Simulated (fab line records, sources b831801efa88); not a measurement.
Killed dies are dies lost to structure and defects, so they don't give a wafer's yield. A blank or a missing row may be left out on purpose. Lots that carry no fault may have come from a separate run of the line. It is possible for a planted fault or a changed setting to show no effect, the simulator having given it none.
Which of the tools did it? | flow gf180mcu | 14 lots with 42 wafers sampled at 5 steps, on a route of 602 steps

## WHAT THE GAUGES SHOWED, per wafer
GF_LVPWELL_TW_MEAS_11.
lot  | measured    | on            | LVPWELL_TW
L255 | day 3 20:41 | film_metro-03 | 560 560 558
L258 | day 4 14:05 | film_metro-03 | 563 562 558
L259 | day 4 20:28 | film_metro-01 | 558 558 559
L260 | day 5 01:47 | film_metro-03 | 568 564 563
L262 | day 5 17:58 | film_metro-01 | 564 560 561
L263 | day 5 22:56 | film_metro-01 | 560 559 561
L264 | day 6 00:57 | film_metro-01 | 565 565 561
L269 | day 7 07:38 | film_metro-01 | 559 560 561
L271 | day 7 16:28 | film_metro-03 | 564 564 563
L272 | day 7 23:32 | film_metro-04 | 559 558 559
L273 | day 8 06:04 | film_metro-03 | 565 563 563
L274 | day 8 09:41 | film_metro-04 | 559 559 557
L276 | day 8 20:17 | film_metro-01 | 560 560 562
L278 | day 9 08:29 | film_metro-04 | 563 564 567

GF_VT_IMPLANT_OVL_MEAS_07.
lot  | measured     | on         | VT_IMPLANT_OVL (nm)
L255 | day 5 13:35  | overlay-01 | -0.4 1.2 1.1
L258 | day 6 10:26  | overlay-02 | -0.2 -1.4 0.4
L259 | day 6 18:07  | overlay-01 | -0.5 0.0 1.1
L260 | day 6 23:27  | overlay-01 | 2.5 2.7 0.7
L262 | day 7 17:50  | overlay-01 | 0.5 1.4 1.7
L263 | day 7 22:45  | overlay-02 | 1.6 2.6 2.7
L264 | day 8 01:03  | overlay-01 | -2.0 -1.7 -3.4
L269 | day 9 10:02  | overlay-02 | 0.6 -0.8 -0.7
L271 | day 9 21:11  | overlay-01 | 0.0 -1.3 0.1
L272 | day 10 03:14 | overlay-02 | 4.2 2.9 2.5
L273 | day 10 11:29 | overlay-01 | 0.4 -0.2 1.2
L274 | day 10 14:50 | overlay-02 | -0.3 0.5 0.8
L276 | day 11 02:38 | overlay-02 | -2.1 -2.2 -2.8
L278 | day 11 15:08 | overlay-01 | 0.3 0.2 -0.8

GF_HV_LDD_RS_MEAS_53: the measuring method here is four-point-probe.
lot  | measured     | on            | HV_LDD_RS (ohm/sq)
L255 | day 12 10:31 | film_metro-03 | 418.0 418.2 418.9
L258 | day 13 14:34 | film_metro-04 | 418.8 418.2 418.1
L259 | day 13 20:00 | film_metro-01 | 418.9 419.9 419.6
L260 | day 14 09:02 | film_metro-01 | 418.2 419.5 418.7
L262 | day 15 07:58 | film_metro-01 | 414.8 415.6 415.2 414.8 414.3 414.4
L263 | day 15 14:35 | film_metro-03 | 415.4 415.5 414.9 415.4 414.2 415.0
L264 | day 15 15:29 | film_metro-04 | 419.0 419.1 418.9
L269 | day 17 10:56 | film_metro-01 | 418.9 418.9 419.3
L271 | day 18 02:51 | film_metro-04 | 418.4 418.3 418.0
L272 | day 18 08:10 | film_metro-04 | 418.7 418.2 417.7
L273 | day 18 21:27 | film_metro-03 | 417.5 419.4 420.2
L274 | day 19 01:22 | film_metro-04 | 420.5 419.2 418.3
L276 | day 19 21:50 | film_metro-04 | 418.1 417.9 418.5
L278 | day 20 07:38 | film_metro-03 | 417.3 417.7 416.3

GF_NSD_OVL_MEAS_08.
lot  | measured     | on         | NSD_OVL (nm)
L255 | day 13 08:34 | overlay-01 | 0.5 -0.3 -1.8
L258 | day 14 14:13 | overlay-01 | -0.8 -0.8 -0.1
L259 | day 14 19:38 | overlay-01 | 0.6 0.8 0.5
L260 | day 15 10:17 | overlay-01 | -1.4 -2.1 -2.2
L262 | day 16 09:09 | overlay-01 | -1.3 -1.2 -0.7
L263 | day 16 15:34 | overlay-01 | -0.6 -1.4 -1.4
L264 | day 16 16:58 | overlay-02 | -1.5 -1.3 -1.2
L269 | day 18 14:30 | overlay-01 | -1.4 -0.5 -1.6
L271 | day 19 06:02 | overlay-01 | 1.5 1.5 1.5
L272 | day 19 11:27 | overlay-02 | -1.1 -3.3 -1.7
L273 | day 20 01:03 | overlay-02 | -1.8 -0.8 -0.8
L274 | day 20 07:37 | overlay-02 | -0.5 -0.2 0.2
L276 | day 21 03:06 | overlay-01 | -1.1 -2.0 1.4
L278 | day 21 10:45 | overlay-01 | 0.3 -0.1 0.6

## EACH LOT AND THE TOOL THAT RAN IT (in order: tool; ch and the chambers of the sampled wafers; start)
lot  | GF_HV_LDD_IMPLANT_36
L255 | implanter-01 ch 0, day 11 14:36
L258 | implanter-03 ch 0, day 12 18:16
L259 | implanter-03 ch 0, day 12 23:16
L260 | implanter-03 ch 0, day 13 12:17
L262 | implanter-03 ch 0, day 14 09:23
L263 | implanter-03 ch 0, day 14 16:04
L264 | implanter-01 ch 0, day 14 16:39
L269 | implanter-01 ch 0, day 16 11:13
L271 | implanter-03 ch 0, day 17 02:05
L272 | implanter-03 ch 0, day 17 07:31
L273 | implanter-03 ch 0, day 17 20:38
L274 | implanter-03 ch 0, day 18 00:10
L276 | implanter-03 ch 0, day 18 19:23
L278 | implanter-01 ch 0, day 19 05:20
- GF_HV_LDD_IMPLANT_36

## AS READ BY THE TOOLS THEMSELVES (means over the sampled wafers that have a number; for cases with no such wafer, the mark the record gives instead)
GF_HV_LDD_IMPLANT_36.
lot  | tool         | dose_ions_cm2 | faraday_current_uA | rotation_deg (degrees)
L255 | implanter-01 | 7.495e+12     | 42.2               | 269.99
L258 | implanter-03 | 7.500e+12     | 42.3               | 270.09
L259 | implanter-03 | 7.498e+12     | 42.3               | 269.97
L260 | implanter-03 | 7.501e+12     | 41.9               | 269.99
L262 | implanter-03 | 8.432e+12     | 47.1               | 270.04
L263 | implanter-03 | 8.435e+12     | 47.6               | 270.00
L264 | implanter-01 | 7.492e+12     | 41.9               | 270.00
L269 | implanter-01 | 7.494e+12     | 42.2               | 269.99
L271 | implanter-03 | 7.497e+12     | 42.8               | 270.00
L272 | implanter-03 | 7.496e+12     | 41.6               | 270.01
L273 | implanter-03 | 7.498e+12     | 42.6               | 270.00
L274 | implanter-03 | 7.494e+12     | 41.9               | 269.94
L276 | implanter-03 | 7.502e+12     | 43.0               | 270.02
L278 | implanter-01 | 7.507e+12     | 42.8               | 270.03

## THE ANSWER, worked out from the rows above alone
Rule: what is usual is taken from the lots themselves. The widest of any qualifying gaps counts: lots, ordered by their means at a reading, are off when they make up no more than a third of the lots, leave a main group of 4 or more, and stand apart from it by 3 or more times the standard deviation of that group's means. If all means in a main group match to the digits the tables above print for the reading, that group is not used. Also off: a lot with no number at a reading for which 4 or more lots have one. All remaining lots with rows at the step are treated as sound. Order of review: gauges by route order, followed by the tools' own readings, for which a lot's mean as printed above is used. At the first step where some lot is off, the reading lying furthest off is the one used; lots without a number count as furthest.
Off: L262, L263, at GF_HV_LDD_RS_MEAS_53 (HV_LDD_RS). The main group has a mean of 418.6 ohm/sq with a standard deviation of 0.63.
A tool fits if, at a process step before that reading, it ran every lot that is off, and no sound lot after the first of them. The gauges at GF_HV_LDD_RS_MEAS_53 aren't tried: what is off there is off at GF_HV_LDD_IMPLANT_36 too, on other tools, and a gauge's error can't cause that. Of those tried, none fits.

## WHAT THE SIMULATOR HAD INSERTED
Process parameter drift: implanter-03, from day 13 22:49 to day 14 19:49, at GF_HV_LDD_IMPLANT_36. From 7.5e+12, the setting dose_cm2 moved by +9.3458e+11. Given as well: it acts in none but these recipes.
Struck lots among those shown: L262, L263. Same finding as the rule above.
